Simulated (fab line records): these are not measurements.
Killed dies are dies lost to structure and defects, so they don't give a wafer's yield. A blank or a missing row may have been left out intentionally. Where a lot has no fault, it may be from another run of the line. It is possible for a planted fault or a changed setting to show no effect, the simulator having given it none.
fab line records + flow sky130
[record]
- lots = 13
- wafers = 39
- lastDay = 50
route steps=708 shown VT_ADJUST_HVTP@96 VT_ADJUST_LVTN@104 VT_ADJUST_HVTR@135 VT_ADJUST_PCH@152
lots that met no fault: taken from a fault-free run of the same line
startH: the number of hours between the record's first day and the start of the first shown wafer of the lot + waitH: time in hours since the lot's previous step + " unchanged from the row above + L1.1+2: one row covering several wafers at once + - no value present, or no start provided + * or withheld: withheld + < > ~ a bound
route shown NAME@n: names a module that has steps shown in the file, with the first one's number in the route + usual: mean/standard deviation of fault-free wafers + same: alike in all rows + chamber/n: place in a boat + sites: per-site readings + _std_site: their standard deviation + _edge_site: the outer-site mean with the inner-site mean subtracted + radiusMm: for every site, how far away it sits from the centre of the wafer + mask NAME#n: copy n + behind: the last tool/chamber to shape the wafer + hold: what put the lot on hold/how long, in hours/how the hold closed + device: whichever transistor did not switch (one of n, p or np) + end of line: tests of these same wafers at the route's end + for a step that has no rows: nothing shown but its recipe + killed: not the wafer's yield, but the dies lost to structure and defects at the first sort + map: shows each die of a wafer: x if killed, . if not, _ if none is there
set.NAME: the setting that was run; set.NAME@STEP: the one run at that earlier step + model.NAME: the simulator's own value behind a step, which no gauge read
steps of the route over a sample of lots; a table a step, a row a wafer
services: the hour from which a tool's chamber was out of use, counted from the record's first day as startH (under 0 if before that day), plus the number of hours and why
[[steps]]
[step SKY_VT_ADJUST_HVTP_TW_MEAS_11]
[usual]
- VT_ADJUST_HVTP_TW = 1355/14
| lot.wafer | tool         | chamber | startH | waitH | VT_ADJUST_HVTP_TW |
|-----------|--------------|---------|--------|-------|-------------------|
| L586.2    | filmMetro-01 | -       | 136.09 | 0.1   | 1350              |
| L586.3    | "            | -       | "      | "     | 1349              |
| L586.6    | "            | -       | "      | "     | 1353              |
| L590.1    | filmMetro-04 | -       | 153.07 | 0.1   | 1365              |
| L590.2    | "            | -       | "      | "     | 1365              |
| L590.5    | "            | -       | "      | "     | 1361              |
| L591.2    | filmMetro-04 | -       | 160.13 | 0.1   | 1357              |
| L591.5    | "            | -       | "      | "     | 1355              |
| L591.6    | "            | -       | "      | "     | 1354              |
| L592.1    | filmMetro-01 | -       | 164.47 | 0.1   | 1344              |
| L592.3    | "            | -       | "      | "     | 1346              |
| L592.4    | "            | -       | "      | "     | 1347              |
| L593.3    | filmMetro-01 | -       | 167.74 | 0.1   | 1349              |
| L593.4    | "            | -       | "      | "     | 1342              |
| L593.6    | "            | -       | "      | "     | 1344              |
| L594.1    | filmMetro-01 | -       | 180.31 | 0.1   | 1341              |
| L594.2    | "            | -       | "      | "     | 1349              |
| L594.4    | "            | -       | "      | "     | 1347              |
| L595.1    | filmMetro-01 | -       | 180.82 | 0.1   | 1345              |
| L595.2    | "            | -       | "      | "     | 1349              |
| L595.6    | "            | -       | "      | "     | 1349              |
| L600.2    | filmMetro-01 | -       | 213.04 | 0.1   | 1344              |
| L600.5    | "            | -       | "      | "     | 1345              |
| L600.6    | "            | -       | "      | "     | 1336              |
| L605.1    | filmMetro-01 | -       | 248.78 | 0.1   | 1357              |
| L605.3    | "            | -       | "      | "     | 1339              |
| L605.4    | "            | -       | "      | "     | 1342              |
| L606.1    | filmMetro-03 | -       | 256.03 | 0.1   | 1375              |
| L606.5    | "            | -       | "      | "     | 1372              |
| L606.6    | "            | -       | "      | "     | 1375              |
| L607.2    | filmMetro-03 | -       | 261.89 | 0.1   | 1377              |
| L607.4    | "            | -       | "      | "     | 1370              |
| L607.6    | "            | -       | "      | "     | 1380              |
| L608.2    | filmMetro-03 | -       | 263.87 | 0.1   | 1372              |
| L608.3    | "            | -       | "      | "     | 1381              |
| L608.5    | "            | -       | "      | "     | 1375              |
| L609.1    | filmMetro-01 | -       | 267.41 | 0.1   | 1344              |
| L609.3    | "            | -       | "      | "     | 1339              |
| L609.6    | "            | -       | "      | "     | 1339              |
[step SKY_VT_ADJUST_LVTN_OVL_MEAS_07]
[usual]
- VT_ADJUST_LVTN_OVL = -1.0/1.5
| lot.wafer | tool       | chamber | startH | waitH | VT_ADJUST_LVTN_OVL[nm] |
|-----------|------------|---------|--------|-------|------------------------|
| L586.2    | overlay-01 | -       | 154.78 | -     | 1.1                    |
| L586.3    | "          | -       | "      | "     | -0.5                   |
| L586.6    | "          | -       | "      | "     | -2.5                   |
| L590.1    | overlay-01 | -       | 172.73 | -     | -2.1                   |
| L590.2    | "          | -       | "      | "     | -1.8                   |
| L590.5    | "          | -       | "      | "     | -1.3                   |
| L591.2    | overlay-01 | -       | 180.26 | -     | 0.2                    |
| L591.5    | "          | -       | "      | "     | -0.1                   |
| L591.6    | "          | -       | "      | "     | -1.2                   |
| L592.1    | overlay-02 | -       | 185.16 | -     | -3.2                   |
| L592.3    | "          | -       | "      | "     | -2.5                   |
| L592.4    | "          | -       | "      | "     | -1.4                   |
| L593.3    | overlay-02 | -       | 188.32 | -     | -2.8                   |
| L593.4    | "          | -       | "      | "     | -1.1                   |
| L593.6    | "          | -       | "      | "     | -1.3                   |
| L594.1    | overlay-02 | -       | 202.18 | -     | -1.5                   |
| L594.2    | "          | -       | "      | "     | -2.5                   |
| L594.4    | "          | -       | "      | "     | -2.7                   |
| L595.1    | overlay-01 | -       | 202.66 | -     | -0.2                   |
| L595.2    | "          | -       | "      | "     | 0.3                    |
| L595.6    | "          | -       | "      | "     | -2.7                   |
| L600.2    | overlay-02 | -       | 235.26 | -     | -2.8                   |
| L600.5    | "          | -       | "      | "     | -0.7                   |
| L600.6    | "          | -       | "      | "     | -0.2                   |
| L605.1    | overlay-02 | -       | 271.68 | -     | 0.2                    |
| L605.3    | "          | -       | "      | "     | -2.1                   |
| L605.4    | "          | -       | "      | "     | -2.3                   |
| L606.1    | overlay-02 | -       | 279.78 | -     | 1.7                    |
| L606.5    | "          | -       | "      | "     | 0.6                    |
| L606.6    | "          | -       | "      | "     | 0.9                    |
| L607.2    | overlay-01 | -       | 285.28 | -     | 0.4                    |
| L607.4    | "          | -       | "      | "     | -2.2                   |
| L607.6    | "          | -       | "      | "     | -0.5                   |
| L608.2    | overlay-01 | -       | 287.71 | -     | -3.6                   |
| L608.3    | "          | -       | "      | "     | -1.3                   |
| L608.5    | "          | -       | "      | "     | -0.6                   |
| L609.1    | overlay-01 | -       | 291.58 | -     | -0.7                   |
| L609.3    | "          | -       | "      | "     | -1.5                   |
| L609.6    | "          | -       | "      | "     | -0.8                   |
[step SKY_VT_ADJUST_HVTR_EXPOSE_04]
[recipe]
- maskId = HVTRM
- targetCdNm = 380
- na = 0.6
- sourceShape = conventional
- sigmaOuter = 0.6
- doseMj = 150
| lot.wafer  | tool            | chamber | startH | waitH | mask    |
|------------|-----------------|---------|--------|-------|---------|
| L586.2+3+6 | ilineStepper-01 | 0       | 208.00 | -     | HVTRM#0 |
| L590.1+2+5 | ilineStepper-02 | 0       | 227.60 | -     | HVTRM#0 |
| L591.2+5+6 | ilineStepper-02 | 0       | 235.88 | -     | HVTRM#0 |
| L592.1+3+4 | ilineStepper-02 | 0       | 240.96 | -     | HVTRM#0 |
| L593.3+4+6 | ilineStepper-01 | 0       | 244.32 | -     | HVTRM#0 |
| L594.1+2+4 | ilineStepper-02 | 0       | 258.25 | -     | HVTRM#0 |
| L595.1+2+6 | ilineStepper-02 | 0       | 258.76 | -     | HVTRM#0 |
| L600.2+5+6 | ilineStepper-01 | 0       | 295.08 | -     | HVTRM#0 |
| L605.1+3+4 | ilineStepper-01 | 0       | 333.45 | -     | HVTRM#0 |
| L606.1+5+6 | ilineStepper-01 | 0       | 342.51 | -     | HVTRM#0 |
| L607.2+4+6 | ilineStepper-01 | 0       | 348.13 | -     | HVTRM#0 |
| L608.2+3+5 | ilineStepper-01 | 0       | 352.18 | -     | HVTRM#0 |
| L609.1+3+6 | ilineStepper-01 | 0       | 356.18 | -     | HVTRM#0 |
[step SKY_VT_ADJUST_HVTR_OVL_MEAS_08]
[usual]
- VT_ADJUST_HVTR_OVL = -0.4/1.5
| lot.wafer | tool       | chamber | startH | waitH | VT_ADJUST_HVTR_OVL[nm] |
|-----------|------------|---------|--------|-------|------------------------|
| L586.2    | overlay-02 | -       | 218.68 | 0.1   | 3.3                    |
| L586.3    | "          | -       | "      | "     | 0.7                    |
| L586.6    | "          | -       | "      | "     | 0.0                    |
| L590.1    | overlay-01 | -       | 238.40 | 0.1   | -2.4                   |
| L590.2    | "          | -       | "      | "     | -0.4                   |
| L590.5    | "          | -       | "      | "     | 0.1                    |
| L591.2    | overlay-01 | -       | 247.60 | 0.1   | -0.1                   |
| L591.5    | "          | -       | "      | "     | -1.9                   |
| L591.6    | "          | -       | "      | "     | 0.8                    |
| L592.1    | overlay-01 | -       | 252.65 | 0.1   | -149.4                 |
| L592.3    | "          | -       | "      | "     | -151.0                 |
| L592.4    | "          | -       | "      | "     | -149.6                 |
| L593.3    | overlay-01 | -       | 255.94 | 0.1   | -1.6                   |
| L593.4    | "          | -       | "      | "     | -0.2                   |
| L593.6    | "          | -       | "      | "     | 1.0                    |
| L594.1    | overlay-01 | -       | 269.88 | 0.1   | -148.9                 |
| L594.2    | "          | -       | "      | "     | -150.2                 |
| L594.4    | "          | -       | "      | "     | -149.7                 |
| L595.1    | overlay-01 | -       | 270.58 | 0.1   | -148.4                 |
| L595.2    | "          | -       | "      | "     | -150.0                 |
| L595.6    | "          | -       | "      | "     | -150.0                 |
| L600.2    | overlay-01 | -       | 306.20 | 0.1   | 0.1                    |
| L600.5    | "          | -       | "      | "     | 1.4                    |
| L600.6    | "          | -       | "      | "     | 1.7                    |
| L605.1    | overlay-02 | -       | 346.60 | 0.1   | -1.4                   |
| L605.3    | "          | -       | "      | "     | -2.1                   |
| L605.4    | "          | -       | "      | "     | -1.1                   |
| L606.1    | overlay-02 | -       | 356.33 | 0.1   | 0.1                    |
| L606.5    | "          | -       | "      | "     | 0.8                    |
| L606.6    | "          | -       | "      | "     | -1.0                   |
| L607.2    | overlay-01 | -       | 360.95 | 0.1   | -1.1                   |
| L607.4    | "          | -       | "      | "     | 1.4                    |
| L607.6    | "          | -       | "      | "     | 2.2                    |
| L608.2    | overlay-01 | -       | 364.94 | 0.1   | 0.2                    |
| L608.3    | "          | -       | "      | "     | 0.2                    |
| L608.5    | "          | -       | "      | "     | 4.1                    |
| L609.1    | overlay-02 | -       | 368.80 | 0.1   | 1.8                    |
| L609.3    | "          | -       | "      | "     | 2.6                    |
| L609.6    | "          | -       | "      | "     | 0.6                    |
[step SKY_VT_ADJUST_PCH_STRIP_09]
[recipe]
- chemistry = O2/N2
- powerW = 1400
- pressureMtorr = 1500
- platenTempC = withheld
- o2FlowSccm = 3000
- n2FlowSccm = 300
- overashFraction = 0.5
[usual]
- drypumpMotorCurrentA = 5.8/0.47
- o2FlowSccm = 3001/8.2
- oesProductAu = 0.721/0.0049
- stripTimeToEndpointS = 36.92/0.11
[same]
- overashFraction = 0.5
| lot.wafer | tool           | chamber | startH | waitH | drypumpMotorCurrentA | o2FlowSccm | oesProductAu | rfHoursCounterH | stripTimeToEndpointS |
|-----------|----------------|---------|--------|-------|----------------------|------------|--------------|-----------------|----------------------|
| L586.2    | plasmaAsher-02 | 0       | 241.56 | 0.1   | 5.7                  | 2993       | 0.714        | 53              | 36.92                |
| L586.3    | "              | 1       | "      | "     | 6.1                  | 3013       | 0.724        | -               | 37.06                |
| L586.6    | "              | 1       | "      | "     | 6.0                  | 3000       | 0.721        | -               | 36.94                |
| L590.1    | plasmaAsher-01 | 0       | 261.84 | 0.1   | 6.2                  | 3011       | 0.724        | 47              | 36.79                |
| L590.2    | "              | 1       | "      | "     | 5.6                  | 3003       | 0.718        | 47              | 36.84                |
| L590.5    | "              | 0       | "      | "     | 6.2                  | 3006       | 0.718        | -               | 36.79                |
| L591.2    | plasmaAsher-04 | 0       | 270.59 | 0.1   | 6.2                  | 2983       | 0.709        | 60              | 36.84                |
| L591.5    | "              | 0       | "      | "     | 6.3                  | 2989       | 0.727        | -               | 36.64                |
| L591.6    | "              | 1       | "      | "     | 4.8                  | 2995       | 0.727        | -               | 36.81                |
| L592.1    | plasmaAsher-04 | 0       | 275.69 | 0.1   | 6.2                  | 2995       | 0.722        | 60              | 37.06                |
| L592.3    | "              | 1       | "      | "     | 4.8                  | 3000       | 0.722        | -               | 36.91                |
| L592.4    | "              | 0       | "      | "     | 6.2                  | 3008       | 0.724        | -               | 36.97                |
| L593.3    | plasmaAsher-04 | 1       | 279.65 | 0.1   | 4.8                  | 2992       | 0.719        | -               | 36.81                |
| L593.4    | "              | 0       | "      | "     | 6.2                  | 3007       | 0.723        | -               | 36.95                |
| L593.6    | "              | 1       | "      | "     | 4.9                  | 2999       | 0.723        | -               | 36.94                |
| L594.1    | plasmaAsher-02 | 0       | 294.16 | 0.1   | 5.8                  | 3009       | 0.722        | 58              | 36.85                |
| L594.2    | "              | 1       | "      | "     | 6.1                  | 3010       | 0.719        | 58              | 36.87                |
| L594.4    | "              | 1       | "      | "     | 6.1                  | 3006       | 0.722        | -               | 36.88                |
| L595.1    | plasmaAsher-01 | 1       | 295.09 | 0.1   | 5.7                  | 3004       | 0.718        | 49              | 36.85                |
| L595.2    | "              | 0       | "      | "     | 6.1                  | 3008       | 0.730        | 49              | 36.87                |
| L595.6    | "              | 1       | "      | "     | 5.7                  | 3011       | 0.717        | -               | 36.79                |
| L600.2    | plasmaAsher-02 | 0       | 332.24 | 0.1   | 5.8                  | 2997       | 0.724        | 62              | 36.64                |
| L600.5    | "              | 0       | "      | "     | 5.8                  | 3008       | 0.718        | -               | 36.77                |
| L600.6    | "              | 1       | "      | "     | 6.0                  | 3010       | 0.725        | -               | 36.80                |
| L605.1    | plasmaAsher-01 | 0       | 373.14 | 0.1   | 6.2                  | 3015       | 0.719        | 57              | 36.71                |
| L605.3    | "              | 1       | "      | "     | 5.6                  | 3009       | 0.726        | -               | 36.77                |
| L605.4    | "              | 0       | "      | "     | 6.2                  | 3003       | 0.723        | -               | 36.73                |
| L606.1    | plasmaAsher-01 | 0       | 383.60 | 0.1   | 6.1                  | 2984       | 0.715        | 58              | 36.98                |
| L606.5    | "              | 0       | "      | "     | 6.1                  | 2995       | 0.715        | -               | 37.09                |
| L606.6    | "              | 1       | "      | "     | 5.6                  | 2999       | 0.724        | -               | 37.01                |
| L607.2    | plasmaAsher-02 | 1       | 388.44 | 0.1   | 6.1                  | 3013       | 0.720        | 67              | 36.89                |
| L607.4    | "              | 0       | "      | "     | 5.8                  | 3016       | 0.725        | -               | 36.93                |
| L607.6    | "              | 0       | "      | "     | 5.8                  | 3014       | 0.723        | -               | 36.90                |
| L608.2    | plasmaAsher-02 | 1       | 393.26 | 0.1   | 6.1                  | 3002       | 0.716        | 68              | 37.01                |
| L608.3    | "              | 1       | "      | "     | 6.1                  | 2995       | 0.719        | -               | 36.93                |
| L608.5    | "              | 0       | "      | "     | 5.8                  | 2985       | 0.723        | -               | 36.99                |
| L609.1    | plasmaAsher-04 | 0       | 396.70 | 0.1   | 6.2                  | 3003       | 0.720        | 72              | 37.09                |
| L609.3    | "              | 1       | "      | "     | 4.8                  | 3001       | 0.724        | -               | 37.02                |
| L609.6    | "              | 1       | "      | "     | 4.8                  | 3008       | 0.732        | -               | 36.97                |
[[services]]
| tool            | chamber | startH | hours | kind        |
|-----------------|---------|--------|-------|-------------|
| plasmaAsher-02  | -       | 205.82 | 0.7   | repair      |
| plasmaAsher-04  | -       | 215.17 | 0.7   | repair      |
| plasmaAsher-02  | -       | 241.94 | 1.7   | repair      |
| ilineStepper-02 | -       | 288.37 | 3.2   | repair      |
| ilineStepper-02 | -       | 293.47 | 4.4   | pm          |
| ilineStepper-01 | 0       | 306.93 | -     | calibration |
| ilineStepper-01 | -       | 318.59 | 3.4   | repair      |
| ilineStepper-02 | -       | 322.23 | 1.7   | pm          |
| plasmaAsher-04  | -       | 325.20 | 2.8   | pm          |
| ilineStepper-02 | 0       | 329.09 | -     | calibration |
| plasmaAsher-04  | -       | 336.26 | 1.9   | repair      |
| plasmaAsher-04  | -       | 363.80 | 0.4   | repair      |
| ilineStepper-01 | -       | 363.92 | 1.7   | pm          |
[[key]]
[firstSign]
- step = SKY_VT_ADJUST_HVTR_OVL_MEAS_08
- reading = VT_ADJUST_HVTR_OVL
- direction = down
- sigmas = 99
- usual = -0.4
- struck = -149.7
effect none on later readings
metAt SKY_VT_ADJUST_HVTR_EXPOSE_04
struckLots L592,L594,L595
testerLeftOut L592,L594,L595
notActingAt SKY_VT_ADJUST_HVTP_TW_MEAS_11,SKY_VT_ADJUST_LVTN_OVL_MEAS_07,SKY_VT_ADJUST_PCH_STRIP_09
onsetBetween 235.88 240.96
[fault]
- kind = scannerMatchingOverlay
- tool = ilineStepper-02
- chamber = -
- onsetH = 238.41
- steps = SKY_VT_ADJUST_HVTR_EXPOSE_04
- offset = -148.59
// testerLeftOut: of these lots the tester's yield and bins aren't shown, on N5 and GAA mostly nor the transistor test; their killed dies are dies lost to structure and defects alone, not to doping, threshold or leakage, so they don't give the yield
